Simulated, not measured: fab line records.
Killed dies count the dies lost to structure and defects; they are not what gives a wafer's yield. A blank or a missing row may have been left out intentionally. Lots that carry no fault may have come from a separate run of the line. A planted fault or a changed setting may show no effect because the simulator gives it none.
Problem report, 8D (eight disciplines) form, completed by code | flow sky130 | the parts of the form that need people (team, actions taken, sign-off) are left out

== 1. PROBLEM STATEMENT ==
Across 6 wafers from 2 lots, SPACER_CVD_00_THK at SKY_SPACER_THK_MEAS_01 averages 37.4 nm, while fault-free wafers read 42.9 nm with a standard deviation of 0.44. Relative to the usual mean, that is a shift of -12 standard deviations.
First observed at day 27 18:26: wafer L764.1, on film metro-01. Wafers with a number at this step in the record: 33, from 11 lots. By rule, "out" or "out of limits" means more than 4 standard deviations away from the usual mean. The other wafers with a number count as sound.

== 2. WHAT IT IS; WHAT IT IS NOT ==
question                    | is                           | is not
which readings at this step | SPACER_CVD_00_THK            | -
which lots                  | L764, L765                   | L750, L751, L752, L753, L754, L755, L756, L757, L758
which wafers of those lots  | all that have a number       | -
read on which gauges        | film metro-01, film metro-04 | film metro-03
when                        | from day 27 18:26            | up to then (27 sound wafers)

== 3. THE SUSPECTS, EACH WITH WHAT RULES IT OUT ==
Counting: any tool at a process step up to the reading is kept as a suspect provided that every lot that is out went through it and no sound lot did after the first of them.
- the gauge at SKY_SPACER_THK_MEAS_01: ruled out. The wafers that are out were read on 2 gauges (film metro-01, film metro-04).
- lpcvd-02 at SKY_SPACER_CVD_00 (deposits Si3N4 from DCS/NH3, target thk 43.1 nm, time 740 s): kept. It ran every lot that is out, first L764 (day 27 17:14), and no sound lot after that; its last sound lot up to then is L758 (day 25 12:58). Its own spike tc lower C, spike tc top C readings are out on those wafers.
The count leaves lpcvd-02 at SKY_SPACER_CVD_00.

== 4. THE CAUSE (what the simulator had put in) ==
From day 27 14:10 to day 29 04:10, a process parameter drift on lpcvd-02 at SKY_SPACER_CVD_00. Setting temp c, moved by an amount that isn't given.
After counting, this tool was the only one left.

== 5. SEQUENCE OF EFFECTS, ordered by route ==
Rows list readings where the struck wafers' mean (over those with a number) sits beyond 3 standard deviations from the usual. Only readings whose record carries a usual standard deviation are examined. hours: median over the lots of the time between each lot's start at the first step of this table that gives one and its start at this step. sigmas: the change, counted in usual standard deviations.
hours | step                   | reading           | usual      | on struck wafers | change | sigmas
0     | SKY_SPACER_CVD_00      | spike tc bottom C | 787.8 C    | 780.3            | -7.5   | -4.4
0     | SKY_SPACER_CVD_00      | spike tc centre C | 772.2 C    | 764.7            | -7.5   | -4.4
0     | SKY_SPACER_CVD_00      | spike tc lower C  | 770.5 C    | 763.2            | -7.3   | -7.5
0     | SKY_SPACER_CVD_00      | spike tc top C    | 787.5 C    | 781.0            | -6.5   | -5.9
0     | SKY_SPACER_CVD_00      | spike tc upper C  | 771.0 C    | 763.7            | -7.3   | -4.6
2     | SKY_SPACER_THK_MEAS_01 | SPACER_CVD_00_THK | 42.9 nm    | 37.4             | -5.5   | -12
2     | SKY_SPACER_ETCHBACK_02 | oes product au    | 0.852 a.u. | 0.790            | -0.062 | -9.1
Its process steps:
- SKY_SPACER_CVD_00: deposits Si3N4 from DCS/NH3, target thk 43.1 nm, time 740 s.
- SKY_SPACER_ETCHBACK_02: etches Si3N4 in CH3F/O2, stops on SiO2, time 46.7 s, target depth 45 nm.

== 6. HOW IT WOULD HAVE BEEN CAUGHT EARLIER ==
Counted from the fault's start at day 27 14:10, it took 4 hours until the first out-of-limits reading at a measuring or inspecting step in this record, taken at day 27 18:26.
Tool's own readings at SKY_SPACER_CVD_00, spike tc lower C, spike tc top C: out on all struck wafers the step has rows for; an alarm limit on them would have tripped on the first.
Lots out: 2; of these, L765 started SKY_SPACER_CVD_00 on lpcvd-02 after day 27 18:26. Holding the tool at that time would have saved it.
